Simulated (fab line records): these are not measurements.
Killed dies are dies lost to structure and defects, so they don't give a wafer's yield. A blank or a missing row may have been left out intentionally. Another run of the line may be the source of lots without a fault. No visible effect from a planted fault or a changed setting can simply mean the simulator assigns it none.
A struck lot beside a sound one	flow gf180mcu	23 out of 602 route steps
Sound: wafers L504.3, L504.4, L504.5. Struck: wafers L519.3, L519.5. (L519.6 of the same lot was not struck and is left out.) The cause comes at the end.
Each step with rows lists, per side, the tool, then ch with its chambers, then its first start. Under that, the readings that differ: sound wafers	struck wafers	difference of the means	sigmas: that difference in standard deviations of wafers without a fault.
alike: readings whose means differ by less than 2 such deviations, and words and numbers that are the same on both sides. not compared: withheld readings, readings that some wafer has no value for, bounds like >300 that may hide the same value, and numbers for which the record gives no deviation and whose values overlap.
A row with sigmas, a row that says differs or no value, or rows on one side alone: a step with any of these is where the two part. Numbers that don't overlap but have no deviation are shown without sigmas and don't part them. A reading missing from all wafers of one side parts the sides only when that side holds two or more wafers.

first, 5 steps without rows for these wafers: GF_MVSD_COAT_02 (resist thk 3000 nm); GF_MVSD_SOFTBAKE_03; GF_MVSD_EXPOSE_04 (exposes mask MVSD, target cd 1000 nm); GF_MVSD_PEB_05; GF_MVSD_DEVELOP_06 (develop time 60 s).
GF_MVSD_OVL_MEAS_07:
  sound on overlay-01, day 6 03:16; struck on overlay-02, day 9 15:55
  alike: MVSD_OVL
then, 2 steps without rows for these wafers: GF_MVSD_IMPLANT_08; GF_MVSD_IMPLANT_09.
GF_MVSD_STRIP_10: strips in O2/N2.
  sound on plasma asher-02 ch 0,1, day 6 03:38; struck on plasma asher-04 ch 0,1, day 9 16:17
  alike: drypump motor current A, heater power w, oes product au, strip time to endpoint s
  not compared: rf hours counter h
GF_MVSD_TW_MEAS_11:
  sound on film metro-03, day 6 03:43; struck on film metro-04, day 9 16:22
  alike: MVSD_TW
then, 2 steps without rows for these wafers: GF_MVPSD_DEHYDRATE_00 (time 60 s); GF_MVPSD_HMDS_01 (prime time 60 s).
GF_MVPSD_COAT_02: resist thk 3000 nm.
  sound on litho track-04 ch 0, day 6 10:31; struck on litho track-04 ch 0, day 10 00:52
reading	sound	struck	difference	sigmas
model.coat_of_MVPSD_COAT_02.thk nm (nm)	2995 3003 3004	1704 1702	-1298	
then, 3 steps without rows for these wafers: GF_MVPSD_SOFTBAKE_03; GF_MVPSD_EXPOSE_04 (exposes mask MVPSD, target cd 1000 nm); GF_MVPSD_PEB_05.
GF_MVPSD_DEVELOP_06: develop time 60 s.
  sound on litho track-02 ch 0; struck on litho track-03 ch 0
reading	sound	struck	difference	sigmas
model.coat_of_MVPSD_COAT_02.thk nm (nm)	2994 3001 3003	1703 1701	-1297	
GF_MVPSD_OVL_MEAS_07:
  sound on overlay-02, day 6 18:11; struck on overlay-02, day 10 09:52
  alike: MVPSD_OVL
then, 2 steps without rows for these wafers: GF_MVPSD_IMPLANT_08; GF_MVPSD_IMPLANT_09.
GF_MVPSD_STRIP_10: strips in O2/N2.
  sound on plasma asher-01 ch 0,1, day 6 18:32; struck on plasma asher-01 ch 0,1, day 10 10:14
reading	sound	struck	difference	sigmas
strip time to endpoint s (s)	36.90 36.99 37.00	21.91 21.88	-15.07	-99 or more
  alike: drypump motor current A, heater power w, oes product au
  not compared: rf hours counter h
GF_MVPSD_TW_MEAS_11:
  sound on film metro-03, day 6 18:38; struck on film metro-04, day 10 10:19
reading	sound	struck	difference	sigmas
MVPSD_TW	549 549 549	561 560	+12	+2
-- the record jumps here: 24 days lie between the struck wafers' starts before and after (it left off in module MVPSD and takes up again in module PASSIVATION, whose first step shown is number 602 of the route) --
GF_PASSIVATION_PROBE_99:
  sound on prober-01, day 31 02:16; struck on prober-01, day 34 17:46
reading	sound	struck	difference	sigmas
model.etest.ldpmos_10p0.r on ohm um	1.098e+04 1.108e+04 1.103e+04	1.088e+04 1.086e+04	-1.600e+02	
model.etest.ldpmos_10p0.drive ua um	263.8 263.6 265.2	266.3 268.5	+3.2	

## WHERE THEY PART
At GF_MVPSD_STRIP_10 first; at GF_MVPSD_TW_MEAS_11 last (within this record only).

WHY: what the simulator had put in
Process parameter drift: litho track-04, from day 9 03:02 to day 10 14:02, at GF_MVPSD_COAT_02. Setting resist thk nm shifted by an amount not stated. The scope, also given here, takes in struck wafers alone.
